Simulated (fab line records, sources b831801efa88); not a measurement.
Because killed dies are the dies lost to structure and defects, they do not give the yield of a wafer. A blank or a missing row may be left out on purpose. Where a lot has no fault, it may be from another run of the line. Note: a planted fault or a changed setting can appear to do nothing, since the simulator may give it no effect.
Which tool is to blame? + flow gf180mcu + 12 lots, 36 wafers sampled, at 6 steps of a route of 602

## WHAT THE GAUGES READ, wafer by wafer
GF_M1_RS_MEAS_05: uses a four-point probe to measure.
| lot  | measured     | on            | M1_ALCU_RS (ohm/sq)  |
|------|--------------|---------------|----------------------|
| L273 | day 17 00:13 | film metro-01 | 0.0706 0.0709 0.0713 |
| L274 | day 17 02:53 | film metro-03 | 0.0705 0.0697 0.0693 |
| L275 | day 17 18:05 | film metro-04 | 0.0695 0.0703 0.0697 |
| L277 | day 18 10:23 | film metro-01 | 0.0694 0.0699 0.0693 |
| L278 | day 18 14:29 | film metro-01 | 0.0699 0.0695 0.0693 |
| L279 | day 19 10:16 | film metro-01 | 0.0690 0.0688 0.0690 |
| L281 | day 19 23:02 | film metro-01 | 0.0695 0.0696 0.0683 |
| L288 | day 22 14:46 | film metro-03 | 0.0692 0.0704 0.0698 |
| L290 | day 23 00:17 | film metro-01 | 0.0694 0.0683 0.0694 |
| L292 | day 23 15:15 | film metro-04 | 0.0720 0.0721 0.0712 |
| L293 | day 24 04:08 | film metro-01 | 0.0707 0.0706 0.0703 |
| L294 | day 24 06:17 | film metro-03 | 0.0696 0.0697 0.0700 |

GF_M2_RS_MEAS_05: uses a four-point probe to measure.
| lot  | measured     | on            | M2_ALCU_RS (ohm/sq)                       |
|------|--------------|---------------|-------------------------------------------|
| L273 | day 19 02:20 | film metro-03 | 0.0693 0.0696 0.0697                      |
| L274 | day 19 05:32 | film metro-01 | 0.0685 0.0697 0.0694                      |
| L275 | day 19 21:07 | film metro-03 | 0.0690 0.0690 0.0683                      |
| L277 | day 20 13:31 | film metro-01 | 0.0689 0.0694 0.0676                      |
| L278 | day 20 17:29 | film metro-03 | 0.0713 0.0699 0.0699                      |
| L279 | day 21 13:10 | film metro-03 | 0.0682 0.0687 0.0679                      |
| L281 | day 22 01:50 | film metro-02 | 0.0705 0.0703 0.0704                      |
| L288 | day 24 16:20 | film metro-01 | 0.0703 0.0685 0.0689 0.0702 0.0686 0.0689 |
| L290 | day 24 23:14 | film metro-01 | 0.0700 0.0698 0.0700                      |
| L292 | day 25 14:26 | film metro-02 | 0.0696 0.0693 0.0692                      |
| L293 | day 26 01:27 | film metro-03 | 0.0687 0.0708 0.0685 0.0688 0.0708 0.0687 |
| L294 | day 26 04:05 | film metro-01 | 0.0686 0.0702 0.0684 0.0687 0.0702 0.0684 |

GF_M2_THK_MEAS_06: measures by xrf.
| lot  | measured     | on            | M2_ALCU_THK (nm) |
|------|--------------|---------------|------------------|
| L273 | day 19 02:27 | film metro-03 | 445 444 444      |
| L274 | day 19 05:40 | film metro-01 | 453 446 446      |
| L275 | day 19 21:13 | film metro-03 | 449 449 452      |
| L277 | day 20 13:37 | film metro-01 | 454 449 462      |
| L278 | day 20 17:37 | film metro-03 | 437 445 446      |
| L279 | day 21 13:17 | film metro-03 | 455 451 455      |
| L281 | day 22 01:58 | film metro-02 | 438 440 439      |
| L288 | day 25 03:36 | film metro-01 | 443 431 452      |
| L290 | day 24 23:22 | film metro-01 | 445 447 443      |
| L292 | day 25 14:34 | film metro-02 | 447 447 448      |
| L293 | day 26 04:04 | film metro-03 | 425 440 427      |
| L294 | day 26 07:07 | film metro-01 | 454 441 430      |

GF_V2_THK_MEAS_01.
| lot  | measured     | on            | V2_CVD_00_THK (nm) |
|------|--------------|---------------|--------------------|
| L273 | day 20 03:59 | film metro-02 | 607 599 606        |
| L274 | day 20 06:38 | film metro-03 | 598 608 599        |
| L275 | day 20 22:32 | film metro-04 | 595 610 597        |
| L277 | day 21 14:19 | film metro-03 | 599 595 601        |
| L278 | day 21 18:07 | film metro-04 | 603 588 589        |
| L279 | day 22 13:43 | film metro-02 | 591 591 597        |
| L281 | day 23 01:53 | film metro-04 | 600 587 584        |
| L288 | day 25 15:23 | film metro-02 | 614 600 605        |
| L290 | day 25 21:23 | film metro-03 | 601 602 600        |
| L292 | day 26 12:07 | film metro-04 | 599 599 610        |
| L293 | day 26 22:39 | film metro-02 | 584 585 596        |
| L294 | day 27 02:10 | film metro-03 | 601 590 596        |

## WHICH TOOL RAN EACH LOT (tool, then ch and the chambers of the sampled wafers, then the start)
| lot  | GF_V1_CMP_26                  | GF_M2_SPUTTER_04             |
|------|-------------------------------|------------------------------|
| L273 | cmp-01 ch 0,2, day 19 01:49   | pvd sputter-02, day 19 02:17 |
| L274 | cmp-01 ch 0,2, day 19 05:01   | pvd sputter-03, day 19 05:30 |
| L275 | cmp-01 ch 2,3, day 19 20:34   | pvd sputter-03, day 19 21:03 |
| L277 | cmp-02 ch 0,1, day 20 12:58   | pvd sputter-03, day 20 13:27 |
| L278 | cmp-01 ch 0,2, day 20 16:58   | pvd sputter-02, day 20 17:27 |
| L279 | cmp-01 ch 0,1,2, day 21 12:48 | pvd sputter-02, day 21 13:08 |
| L281 | cmp-02 ch 0,2,3, day 22 01:25 | pvd sputter-03, day 22 01:48 |
| L288 | cmp-01 ch 0,1,3, day 24 15:47 | pvd sputter-02, day 24 16:16 |
| L290 | cmp-02 ch 0,1,3, day 24 22:41 | pvd sputter-01, day 24 23:12 |
| L292 | cmp-02 ch 0,1, day 25 13:55   | pvd sputter-03, day 25 14:24 |
| L293 | cmp-01 ch 0,1,3, day 26 00:58 | pvd sputter-02, day 26 01:21 |
| L294 | cmp-02 ch 1,2, day 26 03:33   | pvd sputter-02, day 26 04:02 |
- GF_V1_CMP_26: polishes, stops on SiO2, t overpolish 15 s, target thk 0 nm.
- GF_M2_SPUTTER_04: material TiN, target thk 50 nm, time 41.7 s.

## WHAT THE TOOLS THEMSELVES READ (means of the sampled wafers that have a number; where no wafer has one, the mark that the record gives instead)
GF_V1_CMP_26.
| lot  | tool   | motor current A (A) | overpolish run s (s) | time to endpoint s (s) |
|------|--------|---------------------|----------------------|------------------------|
| L273 | cmp-01 | 10.2                | 15.006               | 93                     |
| L274 | cmp-01 | 10.7                | 15.008               | 89                     |
| L275 | cmp-01 | 11.2                | 14.999               | 88                     |
| L277 | cmp-02 | 12.2                | 15.000               | 82                     |
| L278 | cmp-01 | 10.3                | 14.996               | 87                     |
| L279 | cmp-01 | 10.4                | 15.003               | 84                     |
| L281 | cmp-02 | 11.7                | 14.990               | 85                     |
| L288 | cmp-01 | 11.4                | 14.994               | 90                     |
| L290 | cmp-02 | 11.4                | 15.006               | 84                     |
| L292 | cmp-02 | 12.1                | 14.999               | 83                     |
| L293 | cmp-01 | 11.5                | 14.999               | 87                     |
| L294 | cmp-02 | 10.3                | 15.003               | 83                     |

GF_M2_SPUTTER_04.
| lot  | tool           | throttle valve pct (%) |
|------|----------------|------------------------|
| L273 | pvd sputter-02 | 30.3                   |
| L274 | pvd sputter-03 | 29.6                   |
| L275 | pvd sputter-03 | 29.5                   |
| L277 | pvd sputter-03 | 30.0                   |
| L278 | pvd sputter-02 | 30.5                   |
| L279 | pvd sputter-02 | 30.9                   |
| L281 | pvd sputter-03 | 29.7                   |
| L288 | pvd sputter-02 | 29.7                   |
| L290 | pvd sputter-01 | 29.7                   |
| L292 | pvd sputter-03 | 29.9                   |
| L293 | pvd sputter-02 | 30.4                   |
| L294 | pvd sputter-02 | 29.8                   |

## THE ANSWER, worked out from the rows above alone
Rule: the lots themselves supply what counts as usual. The widest of any qualifying gaps counts: lots, ordered by their means at a reading, are off when they make up no more than a third of the lots, leave a main group of 4 or more, and stand apart from it by 3 or more times the standard deviation of that group's means. A main group whose means are all the same, to the digits that the tables above print for the reading, isn't used. A lot without any number at a reading at which 4 lots or more have one is off too. All remaining lots with rows at the step are treated as sound. The gauges are gone through in route order, then the tools' own readings, and for those a lot's mean is taken as printed above. The first step at which some lot is off is used, and at that step the reading that is off furthest; a lot without a number counts as furthest.
Nothing can be told from this: no lot is off at any reading shown.

## WHAT THE SIMULATOR PUT IN
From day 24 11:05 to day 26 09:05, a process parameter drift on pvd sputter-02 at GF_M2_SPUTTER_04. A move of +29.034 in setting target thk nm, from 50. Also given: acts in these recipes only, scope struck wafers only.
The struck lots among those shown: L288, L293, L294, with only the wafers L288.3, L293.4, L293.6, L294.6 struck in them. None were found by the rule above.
